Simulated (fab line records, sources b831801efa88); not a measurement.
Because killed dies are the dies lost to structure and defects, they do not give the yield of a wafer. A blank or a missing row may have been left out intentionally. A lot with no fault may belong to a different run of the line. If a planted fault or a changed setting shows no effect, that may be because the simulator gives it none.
2 desks, one fault | flow gf180mcu | every desk sees just its own numbers, and what lay behind them comes last

## AT THE METROLOGY DESK
Lot by lot, what the gauges showed, no matter which tool ran the lot: averages of those sampled wafers that carry a number. Any lot whose mean is over 4 standard deviations away from the usual mean is out of limits and marked OUT; that distance is given in the brackets.
Columns: A = LVPWELL_TW at GF_LVPWELL_TW_MEAS_11, usual 559; B = PSD_TW at GF_PSD_TW_MEAS_11, usual 3190; C = SALICIDE_TIN_THK at GF_SALICIDE_THK_MEAS_05, usual 20.07 nm
lot  | first seen here | A                    | B    | C
L561 | day 3 21:07     | 554                  | 3208 | 19.86
L563 | day 4 11:40     | 557                  | 3190 | 20.39
L565 | day 5 03:19     | 561                  | 3220 | 19.86
L568 | day 5 16:14     | 555                  | 3170 | 20.34
L569 | day 5 22:22     | 561                  | 3180 | 20.10
L571 | day 6 07:55     | 30 (-99 or more) OUT | -    | -
L580 | day 8 10:07     | 559                  | 3171 | 20.53
L581 | day 8 14:41     | 559                  | 3202 | 20.22
L582 | day 8 21:20     | 559                  | 3188 | 19.97
L583 | day 9 04:37     | 559                  | 3166 | 20.15
L584 | day 9 07:40     | 560                  | 3194 | 20.35
This desk's finding: out of limits on L571; first on L571, day 6 07:55 (LVPWELL_TW at GF_LVPWELL_TW_MEAS_11). L561, L563, L565, L568, L569, L580, L581, L582, L583, L584 stayed within limits.

## AT THE TOOL OWNER'S DESK: plasma-asher-04
The tool's own readings at GF_NWELL_STRIP_10 (strips in O2/N2): means of the sampled wafers that have a number, for each lot that ran on this tool. Any lot whose mean is over 4 standard deviations away from the usual mean is out of limits and marked OUT; that distance is given in the brackets.
Columns: A = drypump-motor-current-A at GF_NWELL_STRIP_10, usual 5.5 A; B = heater-power-w at GF_NWELL_STRIP_10, usual 334 W; C = oes-product-au at GF_NWELL_STRIP_10, usual 0.722 a.u.; D = strip-time-to-endpoint-s at GF_NWELL_STRIP_10, usual 36.88 s
lot  | first seen here | A   | B   | C               | D
L563 | day 3 21:12     | 6.0 | 390 | 0.720           | 36.85
L568 | day 5 01:08     | 6.0 | 389 | 0.721           | 36.77
L569 | day 5 06:48     | 6.0 | 381 | 0.722           | 36.75
L571 | day 5 16:51     | 5.6 | 365 | 0.956 (+62) OUT | -
L583 | day 8 11:16     | 5.6 | 367 | 0.723           | 36.86
L584 | day 8 14:15     | 5.6 | 365 | 0.721           | 36.91
This desk's verdict: out of limits on L571, starting with L571 at day 5 16:51 (oes-product-au at GF_NWELL_STRIP_10). L563, L568, L569, L583, L584 stayed within limits.

## ALL TOGETHER
At day 5 16:51, on L571, the tool owner's desk was in a position to raise an alarm.
At day 6 07:55 the metrology desk could have sounded an alarm, on L571.
All the named lots went through GF_NWELL_STRIP_10 on plasma-asher-04.

## WHAT HAD BEEN PUT IN BY THE SIMULATOR
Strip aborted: plasma-asher-04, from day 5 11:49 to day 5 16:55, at GF_NWELL_STRIP_10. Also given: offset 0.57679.
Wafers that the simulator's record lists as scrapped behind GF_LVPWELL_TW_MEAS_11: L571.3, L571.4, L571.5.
Struck lots among those shown: L571.
Fault start to first reading out of limits, in hours, per desk: tool owner, 5; metrology, 20.
